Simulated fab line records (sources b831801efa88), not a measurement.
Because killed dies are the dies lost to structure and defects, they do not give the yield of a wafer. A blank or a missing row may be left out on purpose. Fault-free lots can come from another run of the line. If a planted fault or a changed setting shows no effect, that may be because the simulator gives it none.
What tool caused it? ; flow sky130 ; 11 lots, 33 wafers sampled, at 5 steps of a route of 708

WHAT EACH GAUGE READ, for each wafer
SKY_FIELD_ISO_THK_MEAS_04. Usual: FIELD_ISO_CVD_03_THK gives 163.0 nm (standard deviation 1.3).
lot;measured;on;FIELD_ISO_CVD_03_THK (nm);flag
L353;day 1 13:29;film-metro-03;163.2 163.4 164.1;
L354;day 1 20:46;film-metro-03;162.1 163.3 162.8;
L355;day 2 00:29;film-metro-01;160.8 161.5 161.1;
L358;day 2 16:16;film-metro-01;162.4 162.0 160.7;
L361;day 3 05:44;film-metro-03;163.9 165.3 163.1;
L363;day 3 18:02;film-metro-01;162.9 163.3 161.8;
L364;day 3 22:28;film-metro-02;163.9 164.1 163.6;
L365;day 4 05:30;film-metro-02;163.3 162.9 164.1;
L374;day 6 00:34;film-metro-03;164.7 166.5 164.7;
L375;day 6 03:29;film-metro-02;163.3 164.9 163.9;
L376;day 6 08:33;film-metro-03;161.9 162.7 164.2;

SKY_SPACER_THK_MEAS_01. Usual: SPACER_CVD_00_THK gives 43.1 nm (standard deviation 0.35).
lot;measured;on;SPACER_CVD_00_THK (nm);flag
L353;day 22 12:26;film-metro-03;42.6 42.8 42.7;
L354;day 23 07:36;film-metro-03;42.8 42.5 42.5;
L355;day 23 11:34;film-metro-03;42.4 42.8 42.7;
L358;day 24 17:01;film-metro-04;43.1 43.2 42.7;
L361;day 26 00:25;film-metro-03;43.4 43.7 43.6;
L363;day 26 11:39;film-metro-03;43.0 43.2 42.8;
L364;day 26 23:41;film-metro-03;39.9 39.8 40.0;OFF
L365;day 27 05:56;film-metro-01;39.9 40.0 40.2;OFF
L374;day 30 01:47;film-metro-03;43.6 43.4 43.2;
L375;day 30 05:06;film-metro-04;43.3 43.2 43.4;
L376;day 30 12:36;film-metro-01;42.5 43.0 42.8;

SKY_METAL1_CD_MEAS_15: target cd 140 nm. Usual: cd-nm at 139.8 nm, with a standard deviation of 1.2.
lot;measured;on;cd-nm (nm);flag
L353;day 32 09:10;cd-sem-01;140.1 140.7 141.1;
L354;day 33 02:23;cd-sem-01;138.9 138.6 139.3;
L355;day 33 05:47;cd-sem-02;140.0 138.2 141.3;
L358;day 34 09:01;cd-sem-01;140.3 139.6 140.4;
L361;day 35 14:07;cd-sem-01;140.7 139.3 140.2;
L363;day 35 21:08;cd-sem-02;141.7 141.9 142.3;
L364;day 36 10:27;cd-sem-02;140.1 139.5 140.8;
L365;day 36 17:40;cd-sem-01;139.5 138.2 139.5;
L374;day 39 04:15;cd-sem-02;139.7 138.8 138.6;
L375;day 39 08:21;cd-sem-02;138.5 140.5 139.4;
L376;day 39 13:20;cd-sem-01;138.4 140.7 139.4;

WHAT TOOL EACH LOT RAN ON (gives the tool, then ch and the chambers of the sampled wafers, and finally the start)
lot;SKY_SPACER_CVD_00;SKY_SPACER_ETCHBACK_02
L353;lpcvd-02 ch 0, day 22 11:13;rie-diel-01 ch 0,1,3, day 22 12:29
L354;lpcvd-02 ch 1, day 23 06:23;rie-diel-03 ch 0,2,3, day 23 07:39
L355;lpcvd-02 ch 0, day 23 10:21;rie-diel-02 ch 1,3, day 23 11:37
L358;lpcvd-02 ch 0, day 24 15:47;rie-diel-01 ch 0,3, day 24 17:03
L361;lpcvd-02 ch 0, day 25 23:12;rie-diel-02 ch 0,1, day 26 00:28
L363;lpcvd-02 ch 1, day 26 10:27;rie-diel-01 ch 1,2,3, day 26 11:43
L364;lpcvd-02 ch 1, day 26 22:28;rie-diel-01 ch 0,2,3, day 26 23:44
L365;lpcvd-02 ch 1, day 27 04:43;rie-diel-03 ch 1,2,3, day 27 05:59
L374;lpcvd-02 ch 1, day 30 00:34;rie-diel-02 ch 0,1,2, day 30 01:50
L375;lpcvd-02 ch 0, day 30 03:54;rie-diel-03 ch 1,2, day 30 05:10
L376;lpcvd-02 ch 0, day 30 11:23;rie-diel-02 ch 0,1,3, day 30 12:39
- SKY_SPACER_CVD_00: deposits Si3N4 from DCS/NH3, target thk 43.1 nm, time 740 s.
- SKY_SPACER_ETCHBACK_02: etches Si3N4 in CH3F/O2, stops on SiO2, time 46.7 s, target depth 45 nm.

AS READ BY THE TOOLS THEMSELVES (means over the sampled wafers that have a number; for cases with no such wafer, the mark the record gives instead)
SKY_SPACER_CVD_00. Usual: spike-tc-bottom-C 790.8 C, standard deviation 1.4; spike-tc-centre-C 770.9 C, standard deviation 1; spike-tc-lower-C 770.4 C, standard deviation 1.1; spike-tc-upper-C 770.7 C, standard deviation 1.1; susceptor-temp-C 770.1 C, standard deviation 0.3.
lot;tool;spike-tc-bottom-C (C);spike-tc-centre-C (C);spike-tc-lower-C (C);spike-tc-upper-C (C);susceptor-temp-C (C);flag
L353;lpcvd-02;789.7;770.6;771.1;770.6;770.8;
L354;lpcvd-02;791.4;772.1;770.5;771.0;770.0;
L355;lpcvd-02;788.8;771.3;770.1;771.0;770.0;
L358;lpcvd-02;789.0;771.0;770.6;771.3;769.9;
L361;lpcvd-02;790.1;771.7;769.1;770.7;770.1;
L363;lpcvd-02;792.0;770.8;770.5;770.0;770.0;
L364;lpcvd-02;786.6;766.0;765.5;766.3;765.8;OFF
L365;lpcvd-02;787.2;766.4;766.2;766.4;766.3;OFF
L374;lpcvd-02;791.1;770.6;769.9;770.6;769.8;
L375;lpcvd-02;791.0;772.4;770.2;770.5;770.3;
L376;lpcvd-02;789.9;771.2;769.4;771.4;770.2;

SKY_SPACER_ETCHBACK_02. Usual: bias-w 80.00 W, standard deviation 0.24; drypump-motor-current-A 5.8 A, standard deviation 0.39; oes-product-au 0.855 a.u., standard deviation 0.0063; throttle-valve-pct 10.562 %, standard deviation 0.0086.
lot;tool;bias-w (W);drypump-motor-current-A (A);oes-product-au (a.u.);throttle-valve-pct (%);flag
L353;rie-diel-01;79.93;5.8;0.853;10.563;
L354;rie-diel-03;80.12;5.9;0.849;10.557;
L355;rie-diel-02;80.02;5.7;0.849;10.559;
L358;rie-diel-01;80.03;5.8;0.851;10.572;
L361;rie-diel-02;79.88;5.5;0.858;10.560;
L363;rie-diel-01;80.08;5.9;0.853;10.564;
L364;rie-diel-01;79.78;5.8;0.815;10.554;OFF
L365;rie-diel-03;80.06;5.7;0.821;10.563;OFF
L374;rie-diel-02;79.88;5.8;0.860;10.564;
L375;rie-diel-03;80.22;5.6;0.857;10.550;
L376;rie-diel-02;79.92;5.7;0.849;10.559;

THE ANSWER, worked out from the rows above alone
Rule: lot off if the mean of its wafers having a number is beyond 3 standard deviations from the usual mean. A lot without any number at a reading at which 4 lots or more have one is off too. All remaining lots with rows at the step are treated as sound. The gauges are gone through in route order, then the tools' own readings, and for those a lot's mean is taken as printed above. At the first step where some lot is off, the reading lying furthest off is the one used; lots without a number count as furthest.
Off: at SKY_SPACER_THK_MEAS_01 (SPACER_CVD_00_THK), L364, L365.
A tool fits if, at a process step before that reading, it ran every lot that is off, and no sound lot after the first of them. The gauges at SKY_SPACER_THK_MEAS_01 aren't tried: what is off there is off at SKY_SPACER_CVD_00 too, on other tools, and a gauge's error can't cause that. No candidate that was tried fits.

WHAT THE SIMULATOR HAD INSERTED
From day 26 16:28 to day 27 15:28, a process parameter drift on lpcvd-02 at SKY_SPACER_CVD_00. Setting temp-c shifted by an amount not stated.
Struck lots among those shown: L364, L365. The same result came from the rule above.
